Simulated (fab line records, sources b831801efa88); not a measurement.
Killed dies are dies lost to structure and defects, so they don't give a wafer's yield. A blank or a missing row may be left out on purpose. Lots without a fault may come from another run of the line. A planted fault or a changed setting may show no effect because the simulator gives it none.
fab line records | flow sky130 | part 2 of 2: steps 39 to 44 of 44
record lots=7 wafers=21 last_day=52
route steps=708 shown METAL4@629 VIA4@639 METAL5@661 PAD_OPEN@708
lots that met no fault: from a run of the same line without faults
start_h: hours from the record's first day to the start of the lot's first wafer shown | wait_h: hours since the lot's step before | " the same as in the row above | L1.1+2: a row that stands for several wafers | - no value, or no start given | * or withheld: withheld | < > ~ a bound
route shown NAME@n: a module of which the file shows steps, and the number in the route of the first | usual: mean/standard deviation of fault-free wafers | same: alike in all rows | chamber/n: place in a boat | sites: the reading at each site | _std_site: their standard deviation | _edge_site: outer sites' mean less inner sites' | radius_mm: how far each site lies from the wafer's centre | mask NAME#n: copy n | behind: the tool/chamber that last shaped the wafer | hold: why the lot was held/for how many hours/how that ended | device: the transistor (n, p or np) that didn't switch | end of line: the same wafers' tests at the end of the route | a step without rows: its recipe alone | killed: dies lost to structure and defects at the first sort, not the wafer's yield | map: a wafer's dies, x killed, . not, _ none there
set.NAME: the setting as run; set.NAME@STEP: as run at that earlier step | model.NAME: the simulator's own value behind a step, which no gauge read
lots at some steps of the route; a table a step, a row a wafer
services: from which hour (start_h, from the record's first day; less than 0 if before it) a tool's chamber was out of use, for how many hours, and why
## steps
# step SKY_METAL5_THK_MEAS_06
# recipe thk_meas_gauge=xrf reads=AlCu_of_METAL5_SPUTTER_02
# usual METAL5_ALCU_THK=1126/17
# columns lot.wafer tool chamber start_h wait_h METAL5_ALCU_THK[nm]
L431.1 film_metro-03 - 1066.63 0.1 1153
L431.3 " - " " 1143
L431.5 " - " " 1144
L434.1 film_metro-01 - 1071.43 0.1 1106
L434.3 " - " " 1112
L434.5 " - " " 1115
L437.2 film_metro-03 - 1071.77 0.1 1129
L437.4 " - " " 1111
L437.6 " - " " 1116
L440.1 film_metro-02 - 1077.11 0.1 1097
L440.2 " - " " 1108
L440.4 " - " " 1110
L438.1 film_metro-01 - 1077.92 0.1 1113
L438.4 " - " " 1115
L438.5 " - " " 1118
L441.1 film_metro-02 - 1173.47 0.1 1119
L441.3 " - " " 1113
L441.6 " - " " 1116
L442.1 film_metro-01 - 1182.25 0.1 1122
L442.2 " - " " 1127
L442.6 " - " " 1125
# step SKY_METAL5_DEHYDRATE_07
# recipe temp_c=200 time_s=60
# step SKY_METAL5_HMDS_08
# recipe prime_time_s=60 prime_temp_c=120
# step SKY_METAL5_COAT_09
# recipe resist=NOVOLAK spin_rpm=3000 resist_thk_nm=1800
# step SKY_METAL5_METAL_ETCH_15
# recipe target_depth_a=12600 stop_on=SiO2 over_etch_frac=0.2 time_s=252 chemistry=Cl2/BCl3 resist_sidewall_deg=86 pressure_mtorr=10 icp_w=900 bias_w=48.5 Cl2_flow_sccm=60 bcl3_flow_sccm=30
# usual bias_w=48.51/0.14 drypump_motor_current_A=5.4/0.31 oes_product_au=0.894/0.0052 throttle_valve_pct=22.263/0.01
# columns lot.wafer tool chamber start_h wait_h bias_w drypump_motor_current_A oes_product_au rf_hours_counter_h throttle_valve_pct model.SiO2_of_VIA4_HDPCVD_00.thk_nm
L431.1 rie_metal-01 1 1088.05 0.0 48.43 5.2 0.899 19 22.250 549.6
L431.3 " 1 " " 48.67 5.3 0.888 - 22.273 548.7
L431.5 " 1 " " 48.61 5.2 0.905 - 22.262 548.4
L434.1 rie_metal-02 1 1093.16 0.0 48.45 5.5 0.896 4 22.273 550.9
L434.3 " 1 " " 48.51 5.5 0.897 - 22.250 553.8
L434.5 " 0 " " 48.50 5.9 0.901 - 22.272 549.6
L437.2 rie_metal-01 1 1093.46 0.0 48.39 5.2 0.897 20 22.277 548.4
L437.4 " 0 " " 49.01 5.1 0.893 - 22.277 605.9
L437.6 " 0 " " 48.68 5.1 0.887 - 22.266 607.2
L440.1 rie_metal-03 1 1098.21 0.0 48.26 5.0 0.888 2 22.267 550.3
L440.2 " 0 " " 48.66 5.7 0.890 22 22.250 550.7
L440.4 " 1 " " 48.32 5.0 0.902 - 22.273 607.9
L438.1 rie_metal-02 0 1099.98 0.0 48.59 5.9 0.900 23 22.256 550.3
L438.4 " 0 " " 48.42 5.9 0.891 - 22.261 607.5
L438.5 " 1 " " 48.53 5.5 0.895 - 22.269 548.8
L441.1 rie_metal-01 1 1190.75 0.0 48.71 5.3 0.895 28 22.259 546.4
L441.3 " 1 " " 48.57 5.2 0.897 - 22.263 549.1
L441.6 " 0 " " 48.57 5.1 0.892 - 22.263 548.7
L442.1 rie_metal-02 0 1198.13 0.0 48.54 5.9 0.888 1 22.254 553.6
L442.2 " 1 " " 48.68 5.5 0.897 13 22.269 549.6
L442.6 " 1 " " 48.60 5.5 0.893 - 22.285 551.5
# step SKY_PAD_OPEN_PROBE_99
# columns lot.wafer tool chamber start_h wait_h model.etest.via4_chain.rc_ohm
L431.1 prober-02 - 1135.82 0.1 0.7542
L431.3 prober-02 - 1135.92 0.2 0.7926
L431.5 prober-02 - 1136.02 0.2 0.8071
L434.1 prober-01 - 1139.90 0.3 0.7827
L434.3 prober-01 - 1140.00 0.4 0.7812
L434.5 prober-01 - 1140.10 0.4 0.7749
L437.2 prober-02 - 1140.08 0.1 0.7692
L437.4 prober-02 - 1140.18 0.2 1.443
L437.6 prober-02 - 1140.28 0.2 1.007
L440.1 prober-01 - 1145.29 0.1 0.8231
L440.2 prober-01 - 1145.34 0.1 0.7927
L440.4 prober-01 - 1145.44 0.2 0.8746
L438.1 prober-02 - 1145.59 0.1 0.7737
L438.4 prober-02 - 1145.74 0.2 1.083
L438.5 prober-02 - 1145.79 0.2 0.8197
L441.1 prober-01 - 1229.03 0.1 0.7911
L441.3 prober-01 - 1229.13 0.2 0.7988
L441.6 prober-01 - 1229.28 0.2 0.8471
L442.1 prober-02 - 1235.83 0.1 0.8023
L442.2 prober-02 - 1235.88 0.1 0.7629
L442.6 prober-02 - 1236.08 0.2 0.8137
# killed by level:class
L431.1 VIA3:geometric_particle:open=10 VIA1:geometric_particle:open=10 VIA1:geometric_particle:short=8 FIELD_ISO:geometric_particle:short=5 LOCAL_INTERCONNECT:geometric_particle:short=5 POLY_GATE:geometric_particle:short=4 CONTACT:geometric_particle:open=4 CONTACT:geometric_particle:short=4
L431.3 CONTACT:geometric_particle:open=8 VIA3:geometric_particle:open=7 METAL4:geometric_particle:short=6 METAL1:geometric_particle:short=5 VIA1:geometric_particle:short=5 VIA1:geometric_particle:open=5 FIELD_ISO:geometric_particle:open=4 SPACER:geometric_particle:short=3
L431.5 LI_CONTACT:geometric_particle:open=9 VIA1:geometric_particle:open=9 VIA2:geometric_particle:open=8 VIA3:geometric_particle:open=8 POLY_GATE:geometric_particle:short=5 POLY_GATE:geometric_particle:open=5 CONTACT:geometric_particle:open=5 VIA1:geometric_particle:short=5
L434.1 CONTACT:geometric_particle:open=11 VIA1:geometric_particle:open=8 FIELD_ISO:geometric_particle:short=7 FIELD_ISO:geometric_particle:open=5 VIA1:geometric_particle:short=5 LI_CONTACT:geometric_particle:open=5 POLY_GATE:geometric_particle:open=4 LOCAL_INTERCONNECT:geometric_particle:short=4
L434.3 VIA1:geometric_particle:open=17 METAL1:geometric_particle:short=9 FIELD_ISO:geometric_particle:open=8 METAL2:geometric_particle:short=8 VIA3:geometric_particle:open=7 FIELD_ISO:geometric_particle:short=6 LI_CONTACT:geometric_particle:open=5 VIA2:geometric_particle:open=5
L434.5 VIA1:geometric_particle:open=14 CONTACT:geometric_particle:open=11 VIA2:geometric_particle:open=7 METAL2:geometric_particle:short=6 FIELD_ISO:geometric_particle:open=5 POLY_GATE:geometric_particle:open=5 LI_CONTACT:geometric_particle:short=5 LI_CONTACT:geometric_particle:open=5
L441.1 VIA2:geometric_particle:open=8 VIA1:geometric_particle:open=7 LI_CONTACT:geometric_particle:open=7 CONTACT:geometric_particle:open=6 VIA3:geometric_particle:open=5 CONTACT:geometric_particle:short=5 METAL1:geometric_particle:short=5 FIELD_ISO:geometric_particle:open=4
L441.3 VIA1:geometric_particle:open=12 FIELD_ISO:geometric_particle:short=7 VIA2:geometric_particle:open=7 METAL1:geometric_particle:short=6 METAL2:geometric_particle:short=6 VIA3:geometric_particle:open=5 POLY_GATE:geometric_particle:short=4 LI_CONTACT:geometric_particle:open=3
L441.6 VIA1:geometric_particle:open=10 METAL3:geometric_particle:short=7 VIA2:geometric_particle:open=7 VIA3:geometric_particle:open=7 LOCAL_INTERCONNECT:geometric_particle:short=6 LI_CONTACT:geometric_particle:open=5 CONTACT:geometric_particle:open=5 METAL2:geometric_particle:short=5
L442.1 VIA1:geometric_particle:open=10 LI_CONTACT:geometric_particle:open=9 VIA2:geometric_particle:open=8 LOCAL_INTERCONNECT:geometric_particle:short=6 CONTACT:geometric_particle:open=5 VIA1:geometric_particle:short=5 METAL3:geometric_particle:short=4 LOCAL_INTERCONNECT:geometric_particle:open=3
L442.2 VIA1:geometric_particle:open=16 VIA1:geometric_particle:short=9 LI_CONTACT:geometric_particle:open=7 VIA3:geometric_particle:open=5 CONTACT:geometric_particle:open=4 VIA2:geometric_particle:open=4 CONTACT:geometric_particle:short=3 METAL1:geometric_particle:short=3
L442.6 METAL2:geometric_particle:short=11 CONTACT:geometric_particle:open=10 VIA1:geometric_particle:open=10 LI_CONTACT:geometric_particle:open=9 VIA2:geometric_particle:open=7 METAL1:geometric_particle:short=6 LOCAL_INTERCONNECT:geometric_particle:short=3 VIA1:geometric_particle:short=3
## services
# columns tool chamber start_h hours kind
rie_metal-03 0 1016.75 12.1 repair
pvd_sputter-02 - 1016.92 1.2 repair
rie_metal-02 - 1017.20 0.5 repair
plasma_asher-01 - 1021.66 14.6 pm
cmp-01 - 1025.01 0.5 repair
plasma_asher-02 - 1029.77 0.5 repair
pvd_sputter-04 - 1035.67 1.0 repair
rie_metal-01 - 1038.66 0.5 repair
plasma_asher-03 - 1055.25 9.0 pm
pvd_sputter-04 - 1064.81 2.5 repair
rie_diel-01 - 1070.12 2.8 pm
cmp-02 - 1084.15 4.0 pm
rie_metal-02 - 1104.26 14.6 pm
rie_diel-01 2 1104.72 2.4 repair
pvd_sputter-04 - 1107.19 1.0 repair
plasma_asher-01 - 1148.60 16.6 repair
cmp-02 - 1152.42 0.9 repair
cmp-02 - 1155.33 0.5 repair
rie_metal-03 0 1158.62 60.7 repair
cmp-01 - 1165.58 3.1 repair
pvd_sputter-01 - 1173.37 3.1 repair
rie_diel-02 3 1176.63 8.5 repair
cmp-02 - 1178.79 0.6 repair
cmp-01 - 1195.33 4.0 pm
## key
first_sign step=SKY_VIA4_ETCH_12 reading=oes_product_au direction=up sigmas=9.6 usual=0.926 struck=0.972
effect none on later readings
model_effect step=SKY_VIA4_CMP_02 value=SiO2_of_VIA4_HDPCVD_00.thk_nm without=579.7 struck=637.7
model_effect step=SKY_VIA4_ETCH_12 value=etch.depth_nm without=579.7 struck=637.7
model_effect step=SKY_METAL5_METAL_ETCH_15 value=SiO2_of_VIA4_HDPCVD_00.thk_nm without=549.2 struck=607.2
model_effect step=SKY_PAD_OPEN_PROBE_99 value=etest.via4_chain.rc_ohm without=0.8014 struck=1.102
met_at SKY_VIA4_CMP_02
struck_wafers L437.4,L437.6,L438.4,L440.4
sort_left_out L437.4,L437.6,L438.4,L440.4
fault kind=process_parameter_drift tool=cmp-01 chamber=- onset_h=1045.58 steps=SKY_VIA4_CMP_02 channel=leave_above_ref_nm offset=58 shape=step end_h=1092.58 scope=struck_wafers_only acts_in=these_recipes_only stated=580
# sort_left_out: the simulated sort isn't trusted on such a fault, so these wafers' sort isn't shown, and their yield isn't known
